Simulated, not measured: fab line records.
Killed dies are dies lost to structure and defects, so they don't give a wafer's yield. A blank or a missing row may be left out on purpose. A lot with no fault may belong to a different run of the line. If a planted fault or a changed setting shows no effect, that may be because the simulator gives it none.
What tool caused it? + flow sky130 + Sampling: 11 lots, 32 wafers, 6 of 708 route steps

## WHAT THE GAUGES READ, wafer by wafer
SKY_VT_ADJUST_NCORE_TW_MEAS_11. Usual: VT_ADJUST_NCORE_TW typically reads 218, with standard deviation 3.5.
| lot  | measured     | on            | VT_ADJUST_NCORE_TW | flag |
|------|--------------|---------------|--------------------|------|
| L921 | day 9 05:26  | film-metro-03 | 221 222 220        |      |
| L922 | day 9 13:45  | film-metro-03 | 222 220 220        |      |
| L923 | day 9 18:36  | film-metro-01 | 215 215 215        |      |
| L927 | day 11 16:42 | film-metro-04 | 222 221 221        |      |
| L926 | day 11 17:05 | film-metro-01 | 213 212 214        |      |
| L928 | day 11 20:38 | film-metro-01 | 215 214 214        |      |
| L929 | day 12 02:45 | film-metro-01 | 216 216 217        |      |
| L930 | day 12 06:01 | film-metro-04 | 220 221 220        |      |
| L934 | day 14 04:50 | film-metro-04 | 221 221            |      |
| L940 | day 15 02:49 | film-metro-01 | 213 213 213        |      |
| L941 | day 15 05:47 | film-metro-04 | 221 221 222        |      |

SKY_VT_ADJUST_HVTR_CD_MEAS_07 targets a cd of 380 nm. Usual: cd-nm 380.7 nm, standard deviation 2.7.
| lot  | measured     | on        | cd-nm (nm)        | flag |
|------|--------------|-----------|-------------------|------|
| L921 | day 10 02:06 | cd-sem-02 | 382.7 381.3 384.7 |      |
| L922 | day 10 11:04 | cd-sem-02 | 378.3 379.2 379.6 |      |
| L923 | day 10 16:10 | cd-sem-02 | 378.2 379.1 382.1 |      |
| L927 | day 12 17:05 | cd-sem-02 | 383.4 384.2 384.0 |      |
| L926 | day 12 17:48 | cd-sem-01 | 379.4 377.9 380.1 |      |
| L928 | day 12 21:04 | cd-sem-01 | 379.0 381.5 379.7 |      |
| L929 | day 13 02:40 | cd-sem-01 | 381.7 375.6 381.5 |      |
| L930 | day 13 06:47 | cd-sem-01 | 382.6 380.3 380.1 |      |
| L934 | day 14 13:17 | cd-sem-01 | 380.3 380.2       |      |
| L940 | day 16 05:24 | cd-sem-01 | 380.4 380.5 378.6 |      |
| L941 | day 16 09:07 | cd-sem-01 | 386.2 387.1 386.0 |      |

SKY_METAL1_RS_MEAS_05: uses a four-point probe to measure. Usual: METAL1_ALCU_RS typically reads 0.1272 ohm/sq, with standard deviation 0.0015.
| lot  | measured     | on            | METAL1_ALCU_RS (ohm/sq)     | flag |
|------|--------------|---------------|-----------------------------|------|
| L921 | day 33 09:48 | film-metro-04 | 0.1269 0.1273 0.1270        |      |
| L922 | day 33 10:56 | film-metro-03 | 0.1261 0.1284 0.1261        |      |
| L923 | day 33 08:41 | film-metro-02 | 0.1253 0.1268 0.1260        |      |
| L927 | day 35 09:02 | film-metro-02 | 0.1269 0.1274 0.1311        |      |
| L926 | day 35 11:58 | film-metro-02 | 0.1271 0.1262 0.1263        |      |
| L928 | day 35 19:35 | film-metro-04 | 0.1297 0.1260 0.1293        |      |
| L929 | day 35 15:40 | film-metro-04 | 0.1255 0.1248 0.1238        |      |
| L930 | day 35 20:44 | film-metro-03 | 0.1268 0.1244 0.1253        |      |
| L934 | day 37 06:12 | film-metro-03 | 0.1288 0.1352 0.1287 0.1352 | OFF  |
| L940 | day 38 21:19 | film-metro-02 | 0.1277 0.1286 0.1275        |      |
| L941 | day 38 18:53 | film-metro-04 | 0.1286 0.1299 0.1275        |      |

SKY_METAL1_THK_MEAS_06: measures by xrf. Usual: METAL1_ALCU_THK typically reads 248 nm, with standard deviation 3.3.
| lot  | measured     | on            | METAL1_ALCU_THK (nm) | flag |
|------|--------------|---------------|----------------------|------|
| L921 | day 33 09:55 | film-metro-04 | 250 248 247          |      |
| L922 | day 33 11:04 | film-metro-03 | 252 247 250          |      |
| L923 | day 33 08:48 | film-metro-02 | 254 250 251          |      |
| L927 | day 35 09:10 | film-metro-02 | 251 252 242          |      |
| L926 | day 35 12:04 | film-metro-02 | 251 252 255          |      |
| L928 | day 35 19:43 | film-metro-04 | 243 250 244          |      |
| L929 | day 35 15:47 | film-metro-04 | 251 253 254          |      |
| L930 | day 35 20:51 | film-metro-03 | 248 252 251          |      |
| L934 | day 37 08:27 | film-metro-03 | 247 235 246 232      |      |
| L940 | day 38 21:25 | film-metro-02 | 250 247 250          |      |
| L941 | day 38 19:00 | film-metro-04 | 247 246 247          |      |

## TOOL THAT RAN EACH LOT (tool first, then ch and the chambers of the sampled wafers, then the start)
| lot  | SKY_VT_ADJUST_LVTN_STRIP_20          | SKY_METAL1_SPUTTER_02        |
|------|--------------------------------------|------------------------------|
| L921 | plasma-asher-04 ch 0,1, day 8 09:16  | pvd-sputter-04, day 33 09:43 |
| L922 | plasma-asher-04 ch 0,1, day 8 16:32  | pvd-sputter-04, day 33 10:51 |
| L923 | plasma-asher-04 ch 0,1, day 8 21:41  | pvd-sputter-01, day 33 08:35 |
| L927 | plasma-asher-03 ch 0,1, day 10 18:17 | pvd-sputter-04, day 35 08:57 |
| L926 | plasma-asher-01 ch 0,1, day 10 18:38 | pvd-sputter-04, day 35 11:50 |
| L928 | plasma-asher-04 ch 0,1, day 10 21:34 | pvd-sputter-03, day 35 19:30 |
| L929 | plasma-asher-03 ch 0,1, day 11 03:13 | pvd-sputter-01, day 35 15:34 |
| L930 | plasma-asher-04 ch 0,1, day 11 05:34 | pvd-sputter-03, day 35 20:38 |
| L934 | plasma-asher-04 ch 1, day 12 08:23   | pvd-sputter-03, day 37 06:05 |
| L940 | plasma-asher-03 ch 0,1, day 14 06:47 | pvd-sputter-01, day 38 21:11 |
| L941 | plasma-asher-01 ch 0,1, day 14 07:14 | pvd-sputter-04, day 38 18:47 |
- SKY_VT_ADJUST_LVTN_STRIP_20: strips in O2/N2.
- SKY_METAL1_SPUTTER_02: material AlCu, target thk 250 nm, time 13.3 s.

## AS READ BY THE TOOLS THEMSELVES (means over the sampled wafers that have a number; for cases with no such wafer, the mark the record gives instead)
SKY_VT_ADJUST_LVTN_STRIP_20. Usual: drypump-motor-current-A 5.9 A, standard deviation 0.42; oes-product-au 0.716 a.u., standard deviation 0.0049; strip-time-to-endpoint-s 14.16 s, standard deviation 0.031.
| lot  | tool            | drypump-motor-current-A (A) | oes-product-au (a.u.) | strip-time-to-endpoint-s (s) | flag |
|------|-----------------|-----------------------------|-----------------------|------------------------------|------|
| L921 | plasma-asher-04 | 5.8                         | 0.714                 | 14.20                        |      |
| L922 | plasma-asher-04 | 5.8                         | 0.718                 | 14.17                        |      |
| L923 | plasma-asher-04 | 5.8                         | 0.711                 | 14.25                        |      |
| L927 | plasma-asher-03 | 5.8                         | 0.714                 | 14.15                        |      |
| L926 | plasma-asher-01 | 5.8                         | 0.714                 | 14.15                        |      |
| L928 | plasma-asher-04 | 5.8                         | 0.715                 | 14.17                        |      |
| L929 | plasma-asher-03 | 5.9                         | 0.716                 | 14.19                        |      |
| L930 | plasma-asher-04 | 6.2                         | 0.714                 | 14.19                        |      |
| L934 | plasma-asher-04 | 5.4                         | 0.720                 | 14.17                        |      |
| L940 | plasma-asher-03 | 5.8                         | 0.719                 | 14.16                        |      |
| L941 | plasma-asher-01 | 5.8                         | 0.719                 | 14.17                        |      |

SKY_METAL1_SPUTTER_02. Usual: throttle-valve-pct 29.9 %, standard deviation 1.
| lot  | tool           | throttle-valve-pct (%) | flag |
|------|----------------|------------------------|------|
| L921 | pvd-sputter-04 | 30.6                   |      |
| L922 | pvd-sputter-04 | 29.9                   |      |
| L923 | pvd-sputter-01 | 29.7                   |      |
| L927 | pvd-sputter-04 | 30.4                   |      |
| L926 | pvd-sputter-04 | 29.7                   |      |
| L928 | pvd-sputter-03 | 30.6                   |      |
| L929 | pvd-sputter-01 | 29.0                   |      |
| L930 | pvd-sputter-03 | 28.9                   |      |
| L934 | pvd-sputter-03 | 31.6                   |      |
| L940 | pvd-sputter-01 | 28.8                   |      |
| L941 | pvd-sputter-04 | 30.7                   |      |

## THE ANSWER, worked out from the rows above alone
Rule: a lot counts as off when the mean over its wafers that have a number is more than 3 standard deviations away from the usual mean. Also off: a lot with no number at a reading for which 4 or more lots have one. All remaining lots with rows at the step are treated as sound. Order of review: gauges by route order, followed by the tools' own readings, for which a lot's mean as printed above is used. At the first step where some lot is off, the reading lying furthest off is the one used; lots without a number count as furthest.
Off: L934, at SKY_METAL1_RS_MEAS_05 (METAL1_ALCU_RS).
If a tool, at a process step before that reading, ran all the lots that are off and no sound lot after the first of them, it fits. The gauges at SKY_METAL1_RS_MEAS_05 are tried like those tools. Can't be told from this: 3 tools fit, plasma-asher-04 at SKY_VT_ADJUST_LVTN_STRIP_20, pvd-sputter-03 at SKY_METAL1_SPUTTER_02, film-metro-03 at SKY_METAL1_RS_MEAS_05.

## WHAT WAS PUT IN BY THE SIMULATOR
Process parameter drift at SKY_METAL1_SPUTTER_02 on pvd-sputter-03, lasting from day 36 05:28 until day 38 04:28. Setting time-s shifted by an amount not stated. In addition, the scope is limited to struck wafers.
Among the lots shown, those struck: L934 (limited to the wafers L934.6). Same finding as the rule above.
